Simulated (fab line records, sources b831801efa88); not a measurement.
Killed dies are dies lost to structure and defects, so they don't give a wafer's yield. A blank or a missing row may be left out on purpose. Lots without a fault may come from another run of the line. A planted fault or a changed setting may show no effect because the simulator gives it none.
A struck lot beside a sound one | flow sfq_line | 42 steps out of a route of 325
Sound: wafers L537.1, L537.2, L537.3. Struck: wafer L544.1. (L544.4, L544.5 of the same lot were not struck and are left out.) The cause comes at the end.
At each step with rows: each side's tool, then ch and its chambers, then its first start. Under that, the readings that differ: sound wafers | struck wafers | difference of the means | sigmas: that difference in standard deviations of wafers without a fault.
alike: readings whose means differ by less than 2 such deviations, and words and numbers that are the same on both sides. not compared: withheld readings, readings that some wafer has no value for, bounds like >300 that may hide the same value, and numbers for which the record gives no deviation and whose values overlap.
The two part at a step that has a row with sigmas, a row that says differs or no value, or rows on one side only. Numbers that don't overlap but have no deviation are shown without sigmas and don't part them. A reading that every wafer of one side lacks parts them only if that side has two wafers or more.

first, 6 steps without rows for these wafers: SFQ_TRILAYER_I1_VIA_LITHO_COAT_054 (resist thk 62 nm); SFQ_TRILAYER_I1_VIA_LITHO_COAT_049 (resist thk 650 nm); SFQ_TRILAYER_I1_VIA_LITHO_SOFTBAKE_053; SFQ_TRILAYER_I1_VIA_LITHO_EXPOSE_050 (exposes mask I1, target cd 500 nm); SFQ_TRILAYER_I1_VIA_LITHO_PEB_052 (peb time 60 s); SFQ_TRILAYER_I1_VIA_LITHO_DEVELOP_051 (time 60 s).
SFQ_I1_OVL_MEAS_913:
  sound on overlay-01, day 24 19:39; struck on overlay-01, day 25 21:19
  alike: I1_OVL
SFQ_TRILAYER_I1_VIA_BARC_OPEN_VIA_ETCH_071: etches BARC in O2, target depth 125 nm, time 41.7 s.
  sound on rie_diel-01 ch 0,1,3, day 24 19:41; struck on rie_diel-01 ch 1, day 25 21:21
  alike: bias_w, chamber_pressure_mTorr, drypump_motor_current_A, oes_product_au
  not compared: rf_hours_counter_h
then, 4 steps without rows for these wafers: SFQ_TRILAYER_I1_VIA_ETCH_VIA_ETCH_052 (etches SiO2 in CHF3, stops on Nb, target depth 260 nm); SFQ_TRILAYER_I1_VIA_STRIP_STRIP_053 (strips in O2); SFQ_TRILAYER_I1_VIA_STRIP_SOLV_CLEAN_054 (cleans in NMP, time 600 s); SFQ_TRILAYER_M2_DEP_PRE_CLEAN_056 (time 22.5 s).
SFQ_TRILAYER_M2_DEP_SPUTTER_055: material Nb, target thk 200 nm, time 133.3 s.
  sound on pvd_sputter-05, day 24 20:38; struck on pvd_sputter-05, day 25 22:20
  reading                                             | sound           | struck | difference | sigmas
  model.Nb_of_TRILAYER_M2_DEP_SPUTTER_055.thk_nm (nm) | 198 198.2 200.4 | 154.5  | -44.4      |
  alike: chamber_pressure_pa, throttle_valve_pct
SFQ_M2_RS_MEAS_914: measures by four-point-probe.
  sound on film_metro-03, day 24 20:44; struck on film_metro-03, day 25 22:25
  reading           | sound             | struck | difference | sigmas
  M2_NB_RS (ohm/sq) | 0.897 0.898 0.887 | 1.154  | +0.260     | +29
then, 6 steps without rows for these wafers: SFQ_TRILAYER_M2_LITHO_COAT_062 (resist thk 62 nm); SFQ_TRILAYER_M2_LITHO_COAT_057 (resist thk 600 nm); SFQ_TRILAYER_M2_LITHO_SOFTBAKE_061; SFQ_TRILAYER_M2_LITHO_EXPOSE_058 (exposes mask M2, target cd 500 nm); SFQ_TRILAYER_M2_LITHO_PEB_060 (peb time 60 s); SFQ_TRILAYER_M2_LITHO_DEVELOP_059 (time 60 s).
-- the record jumps here: 6 days lie between the struck wafers' starts before and after --
SFQ_M2_OVL_MEAS_916:
  sound on overlay-01, day 30 14:37; struck on overlay-02, day 31 16:52
  alike: M2_OVL
SFQ_TRILAYER_M2_BARC_OPEN_METAL_ETCH_077: etches BARC in O2, target depth 125 nm, time 41.7 s.
  sound on rie_metal-04 ch 0,1, day 30 14:40; struck on rie_metal-01 ch 0, day 31 16:54
  reading    | sound             | struck | difference | sigmas
  bias_w (W) | 79.95 80.43 80.11 | 79.60  | -0.56      | -3
  alike: chamber_pressure_mTorr, drypump_motor_current_A, oes_product_au
  not compared: rf_hours_counter_h
SFQ_TRILAYER_M2_ETCH_METAL_ETCH_060: etches Nb in Cl2/Ar, stops on SiO2, target depth 240 nm, time 120 s.
  sound on rie_metal-04 ch 0,1, day 30 14:43; struck on rie_metal-01 ch 0, day 31 16:58
  reading               | sound             | struck | difference | sigmas
  oes_product_au (a.u.) | 0.880 0.894 0.895 | 0.775  | -0.115     | -17
  alike: bias_w, chamber_pressure_mTorr, drypump_motor_current_A
  not compared: rf_hours_counter_h
then, 2 steps without rows for these wafers: SFQ_TRILAYER_M2_STRIP_STRIP_061 (strips in O2); SFQ_TRILAYER_M2_STRIP_SOLV_CLEAN_062 (cleans in NMP, time 600 s).
SFQ_TRILAYER_I2_DEP_PECVD_063: deposits SiO2 from SiH4/N2O, time 111.11 s, target thk 500 nm.
  sound on pecvd-03 ch 0,1,2, day 30 15:37; struck on pecvd-04 ch 0, day 31 17:52
  reading               | sound       | struck | difference | sigmas
  showerhead_vpp_V (V)  | 808 839 813 | 915    | +95        | +2
  since_wet_clean_h (h) | 134 134 134 | 899    | +765       |
  alike: heater_power_w, throttle_valve_pct
then, 1 step without rows for these wafers: SFQ_TRILAYER_I2_CMP_CMP_064 (polishes SiO2).
SFQ_I2_BOW_MEAS_917:
  sound on film_metro-03, day 30 20:29; struck on film_metro-03, day 31 22:17
  alike: I2_BOW
SFQ_TRILAYER_I2_METRO_MEASURE_065:
  sound on film_metro-03, day 30 20:37; struck on film_metro-03, day 31 22:25
  alike: thk_nm
then, 6 steps without rows for these wafers: SFQ_TRILAYER_I2_VIA_LITHO_COAT_072 (resist thk 62 nm); SFQ_TRILAYER_I2_VIA_LITHO_COAT_067 (resist thk 650 nm); SFQ_TRILAYER_I2_VIA_LITHO_SOFTBAKE_071; SFQ_TRILAYER_I2_VIA_LITHO_EXPOSE_068 (exposes mask I2, target cd 500 nm); SFQ_TRILAYER_I2_VIA_LITHO_PEB_070 (peb time 60 s); SFQ_TRILAYER_I2_VIA_LITHO_DEVELOP_069 (time 60 s).
-- the record jumps here: 7 days lie between the struck wafers' starts before and after --
SFQ_I2_OVL_MEAS_918:
  sound on overlay-01, day 31 00:04; struck on overlay-02, day 38 15:03
  alike: I2_OVL
then, 2 steps without rows for these wafers: SFQ_TRILAYER_I2_VIA_BARC_OPEN_VIA_ETCH_096 (etches BARC in O2, target depth 125 nm, time 41.7 s); SFQ_TRILAYER_I2_VIA_ETCH_VIA_ETCH_070 (etches SiO2 in CHF3, stops on Nb, target depth 260 nm).
SFQ_TRILAYER_I2_VIA_STRIP_STRIP_071: strips in O2.
  sound on rie_metal-03 ch 0, day 31 00:15; struck on rie_metal-03 ch 1, day 38 15:14
  alike: chamber_pressure_mTorr, drypump_motor_current_A, oes_product_au
  not compared: rf_hours_counter_h
then, 2 steps without rows for these wafers: SFQ_TRILAYER_I2_VIA_STRIP_SOLV_CLEAN_072 (cleans in NMP, time 600 s); SFQ_TRILAYER_M3_DEP_PRE_CLEAN_074 (time 22.5 s).
-- the record jumps here: 37 days lie between the struck wafers' starts before and after --
SFQ_M8_BOW_MEAS_951:
  sound on film_metro-02, day 70 20:44; struck on film_metro-02, day 75 13:14
  reading                 | sound                | struck | difference | sigmas
  model.etest.m2.ohm_um   | 1.804 1.785 1.765    | 2.311  | +0.526     |
  model.etest.i1.link_ohm | 1.974 1.986 1.958    | 2.285  | +0.312     |
  model.etest.m2.ohm_sq   | 0.8984 0.8974 0.8874 | 1.151  | +0.257     |
  model.etest.i2.link_ohm | 1.979 1.978 1.974    | 2.238  | +0.261     |
  alike: M8_BOW

WHERE THEY PART
First at SFQ_M2_RS_MEAS_914; last, within this record, at SFQ_TRILAYER_I2_DEP_PECVD_063. Later steps at which nothing parts them and some readings are alike: SFQ_I2_BOW_MEAS_917, SFQ_TRILAYER_I2_METRO_MEASURE_065, SFQ_I2_OVL_MEAS_918, SFQ_TRILAYER_I2_VIA_STRIP_STRIP_071, SFQ_M8_BOW_MEAS_951.

WHY: what the simulator had put in
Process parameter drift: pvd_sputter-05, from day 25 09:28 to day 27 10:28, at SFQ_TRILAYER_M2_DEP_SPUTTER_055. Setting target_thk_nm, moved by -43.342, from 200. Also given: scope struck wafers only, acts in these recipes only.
